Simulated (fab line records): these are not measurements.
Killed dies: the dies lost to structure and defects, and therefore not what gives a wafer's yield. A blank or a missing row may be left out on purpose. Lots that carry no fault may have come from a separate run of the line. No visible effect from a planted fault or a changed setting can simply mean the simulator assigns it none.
Struck lot and sound lot, side by side || flow sfq_line || 20 steps out of a route of 325
Sound: wafers L698.1, L698.2, L698.5. Struck: wafer L713.3; the same lot's L713.2 was not struck, so it is left out; see the end for the cause.
Each step with rows lists, per side, the tool, then ch with its chambers, then its first start. Under that, the readings that differ: sound wafers || struck wafers || difference of the means || sigmas: that difference in standard deviations of wafers without a fault.
alike: same words and numbers on both sides, and readings whose means sit less than 2 such deviations apart. not compared: any withheld reading, any reading some wafer has no value for, any bound like >300 that may hide the same value, and any number with overlapping values for which the record gives no deviation.
The two part at a step that has a row with sigmas, a row that says differs or no value, or rows on one side only. Non-overlapping numbers with no deviation appear without sigmas and do not part them. A reading that every wafer of one side lacks parts them only if that side has two wafers or more.

first, 3 steps without rows for these wafers: SFQ_TRILAYER_C5_LITHO_EXPOSE_152 (exposes mask C5, target cd 500 nm); SFQ_TRILAYER_C5_LITHO_PEB_154 (peb time 60 s); SFQ_TRILAYER_C5_LITHO_DEVELOP_153 (time 60 s).
SFQ_C5_OVL_MEAS_937:
  sound: overlay-02 at day 70 05:16; struck: overlay-02 at day 74 22:30
{"reading": "C5_OVL (nm)", "sound": "8 5 10", "struck": -7, "difference": -15, "sigmas": -2}
SFQ_TRILAYER_C5_BARC_OPEN_VIA_ETCH_210: etches BARC in O2, target depth 125 nm, time 41.7 s.
  sound on rie_diel-02 ch 0,2, day 70 05:18; struck on rie_diel-03 ch 2, day 74 22:32
{"reading": "oes_product_au (a.u.)", "sound": "0.679 0.690 0.684", "struck": 0.697, "difference": "+0.013", "sigmas": "+3"}
  alike: drypump_motor_current_A
  not compared: rf_hours_counter_h
SFQ_TRILAYER_C5_ETCH_VIA_ETCH_154: etches SiO2 in CHF3, stops on Nb, target depth 84 nm.
  sound on rie_diel-02 ch 0,2, day 70 05:20; struck on rie_diel-03 ch 2, day 74 22:34
  alike: drypump_motor_current_A, oes_product_au
SFQ_TRILAYER_C5_STRIP_STRIP_155: strips in O2.
  sound on rie_metal-04 ch 0,1, day 70 05:23; struck on rie_metal-02 ch 1, day 74 22:37
  alike: drypump_motor_current_A, oes_product_au, platen_temp_c
  not compared: rf_hours_counter_h
then, 2 steps without rows for these wafers: SFQ_TRILAYER_C5_STRIP_SOLV_CLEAN_156 (cleans in NMP, time 600 s); SFQ_TRILAYER_M6_DEP_PRE_CLEAN_158 (time 22.5 s).
SFQ_TRILAYER_M6_DEP_SPUTTER_157: material Nb, target thk 200 nm, time 133.3 s.
  sound: pvd_sputter-05 at day 70 06:12; struck: pvd_sputter-06 at day 74 23:25
  alike: throttle_valve_pct
SFQ_M6_RS_MEAS_938: the measuring method here is four-point-probe.
  sound: film_metro-01 at day 70 06:17; struck: film_metro-04 at day 74 23:32
  alike: M6_NB_RS
SFQ_TRILAYER_M6_LITHO_COAT_164: resist thk 62 nm.
  sound on litho_track-04 ch 0, day 70 06:28; struck on litho_track-04 ch 0, day 74 23:44
{"reading": "model.BARC_of_TRILAYER_M6_LITHO_COAT_164.thk_nm (nm)", "sound": "61.89 61.78 61.98", "struck": 59.39, "difference": -2.49, "sigmas": ""}
then, 5 steps without rows for these wafers: SFQ_TRILAYER_M6_LITHO_COAT_159 (resist thk 600 nm); SFQ_TRILAYER_M6_LITHO_SOFTBAKE_163; SFQ_TRILAYER_M6_LITHO_EXPOSE_160 (exposes mask M6, target cd 500 nm); SFQ_TRILAYER_M6_LITHO_PEB_162 (peb time 60 s); SFQ_TRILAYER_M6_LITHO_DEVELOP_161 (time 60 s).
-- the record jumps here: 4 days lie between the struck wafers' starts before and after --
SFQ_M6_OVL_MEAS_940:
  sound: overlay-02 at day 74 19:58; struck: overlay-02 at day 78 12:11
  alike: M6_OVL
SFQ_TRILAYER_M6_BARC_OPEN_METAL_ETCH_206: etches BARC in O2, target depth 125 nm, time 41.7 s.
  sound on rie_metal-04 ch 0,1, day 74 20:00; struck on rie_metal-04 ch 0, day 78 12:13
{"reading": "oes_product_au (a.u.)", "sound": "0.681 0.689 0.690", "struck": 0.674, "difference": -0.013, "sigmas": -3}
{"reading": "model.etch.depth_nm (nm)", "sound": "61.89 61.78 61.98", "struck": 59.39, "difference": -2.49, "sigmas": ""}
  alike: drypump_motor_current_A
  not compared: rf_hours_counter_h
SFQ_TRILAYER_M6_ETCH_METAL_ETCH_162: etches Nb in Cl2/Ar, stops on SiO2, target depth 240 nm, time 120 s.
  sound on rie_metal-04 ch 0,1, day 74 20:04; struck on rie_metal-04 ch 0, day 78 12:16
  alike: drypump_motor_current_A, oes_product_au
  not compared: rf_hours_counter_h

## WHERE THEY PART
Last at SFQ_TRILAYER_M6_BARC_OPEN_METAL_ETCH_206 as far as this record goes, first at SFQ_C5_OVL_MEAS_937. Later steps at which nothing parts them and some readings are alike: SFQ_TRILAYER_M6_ETCH_METAL_ETCH_162.

WHY: whatever the simulator had introduced
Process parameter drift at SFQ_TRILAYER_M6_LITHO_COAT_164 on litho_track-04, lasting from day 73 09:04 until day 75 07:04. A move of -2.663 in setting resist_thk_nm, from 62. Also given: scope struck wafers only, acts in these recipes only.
